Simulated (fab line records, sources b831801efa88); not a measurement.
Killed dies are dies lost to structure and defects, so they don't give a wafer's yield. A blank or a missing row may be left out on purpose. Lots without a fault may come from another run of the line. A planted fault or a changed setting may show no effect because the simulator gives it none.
A struck lot beside a sound one | flow sfq_line | 18 steps out of a route of 325
Sound: wafers L821.2, L821.3, L821.6. Struck: wafer L832.5. (L832.4, L832.6 of the same lot were not struck and are left out.) The cause comes at the end.
At each step with rows: each side's tool, then ch and its chambers, then its first start. Under that, the readings that differ: sound wafers | struck wafers | difference of the means | sigmas: that difference in standard deviations of wafers without a fault.
alike: readings whose means differ by less than 2 such deviations, and words and numbers that are the same on both sides. not compared: withheld readings, readings that some wafer has no value for, bounds like >300 that may hide the same value, and numbers for which the record gives no deviation and whose values overlap.
The two part at a step that has a row with sigmas, a row that says differs or no value, or rows on one side only. Numbers that don't overlap but have no deviation are shown without sigmas and don't part them. A reading that every wafer of one side lacks parts them only if that side has two wafers or more.

SFQ_TRILAYER_A5B_DEP_PECVD_129: deposits SiO2 from SiH4/N2O, time 133.33 s, target thk 600 nm.
  sound on pecvd-02 ch 0,2, day 60 02:16; struck on pecvd-01 ch 2, day 73 18:05
  alike: heater_power_w, throttle_valve_pct
SFQ_TRILAYER_A5B_CMP_CMP_130: polishes, stops on Nb, target thk 340.7 nm.
  sound on cmp-02 ch 1,2, day 60 12:26; struck on cmp-02 ch 1, day 73 20:08
  alike: motor_current_A
then, 1 step without rows for these wafers: SFQ_TRILAYER_A5B_METRO_MEASURE_131.
SFQ_TRILAYER_R5_DEP_SPUTTER_132: material Ti, target thk 5 nm, time 5 s.
  sound on pvd_sputter-05, day 60 16:38; struck on pvd_sputter-04, day 73 22:20
  alike: base_pressure_pa, cathode_dc_power_W, throttle_valve_pct
then, 1 step without rows for these wafers: SFQ_TRILAYER_R5_DEP_SPUTTER_133 (material MoNx, target thk 40 nm, time 66.7 s).
SFQ_TRILAYER_R5_DEP_SPUTTER_134: material Ti, target thk 5 nm, time 5 s.
  sound on pvd_sputter-05, day 60 16:43; struck on pvd_sputter-04, day 73 22:25
  alike: base_pressure_pa, cathode_dc_power_W, throttle_valve_pct
SFQ_R5_RS_MEAS_933: measures by four-point-probe.
  sound on film_metro-04, day 60 16:46; struck on film_metro-04, day 73 22:29
  alike: R5_MONX_RS
SFQ_R5_THK_MEAS_934: measures by xrf.
  sound on film_metro-04, day 60 16:52; struck on film_metro-04, day 73 22:35
  alike: R5_MONX_THK
then, 4 steps without rows for these wafers: SFQ_TRILAYER_R5_LITHO_COAT_141 (resist thk 62 nm); SFQ_TRILAYER_R5_LITHO_COAT_136 (resist thk 600 nm); SFQ_TRILAYER_R5_LITHO_SOFTBAKE_140; SFQ_TRILAYER_R5_LITHO_EXPOSE_137 (exposes mask R5, target cd 500 nm).
SFQ_TRILAYER_R5_LITHO_PEB_139: peb time 60 s.
  sound on litho_track-03 ch 0, day 64 23:47; struck on litho_track-01 ch 0, day 74 04:58
  reading                  | sound             | struck | difference | sigmas
  heater_power_total_W (W) | 79.15 79.05 79.16 | 80.60  | +1.48      | +22
then, 1 step without rows for these wafers: SFQ_TRILAYER_R5_LITHO_DEVELOP_138 (time 60 s).
SFQ_R5_OVL_MEAS_935:
  sound on overlay-01, day 65 00:04; struck on overlay-02, day 74 05:12
  alike: R5_OVL
SFQ_TRILAYER_R5_BARC_OPEN_METAL_ETCH_177: etches BARC in O2, target depth 125 nm, time 41.7 s.
  sound on rie_metal-02 ch 0,1, day 65 00:06; struck on rie_metal-02 ch 1, day 74 05:14
  reading             | sound           | struck | difference | sigmas
  model.R5.cd_nm (nm) | 500 498.2 499.3 | 505.1  | +5.9       |
  alike: drypump_motor_current_A, oes_product_au
  not compared: rf_hours_counter_h
SFQ_TRILAYER_R5_ETCH_METAL_ETCH_139: etches the open film in Cl2, stops on SiO2, target depth 60 nm, time 40 s.
  sound on rie_metal-02 ch 0,1, day 65 00:10; struck on rie_metal-02 ch 1, day 74 05:18
  reading             | sound             | struck | difference | sigmas
  model.R5.cd_nm (nm) | 499.4 497.7 499.1 | 504.9  | +6.2       |
  alike: drypump_motor_current_A, oes_product_au
  not compared: rf_hours_counter_h
SFQ_TRILAYER_R5_STRIP_STRIP_140: strips in O2.
  sound on rie_metal-02 ch 0,1, day 65 00:13; struck on rie_metal-02 ch 1, day 74 05:32
  alike: drypump_motor_current_A, oes_product_au
  not compared: rf_hours_counter_h

WHERE THEY PART
Only at SFQ_TRILAYER_R5_LITHO_PEB_139, within this record. Later steps at which nothing parts them and some readings are alike: SFQ_R5_OVL_MEAS_935, SFQ_TRILAYER_R5_BARC_OPEN_METAL_ETCH_177, SFQ_TRILAYER_R5_ETCH_METAL_ETCH_139, SFQ_TRILAYER_R5_STRIP_STRIP_140.

WHY: what the simulator had put in
Process parameter drift: litho_track-01, from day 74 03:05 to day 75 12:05, at SFQ_TRILAYER_R5_LITHO_PEB_139. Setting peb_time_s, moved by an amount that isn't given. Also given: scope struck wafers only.
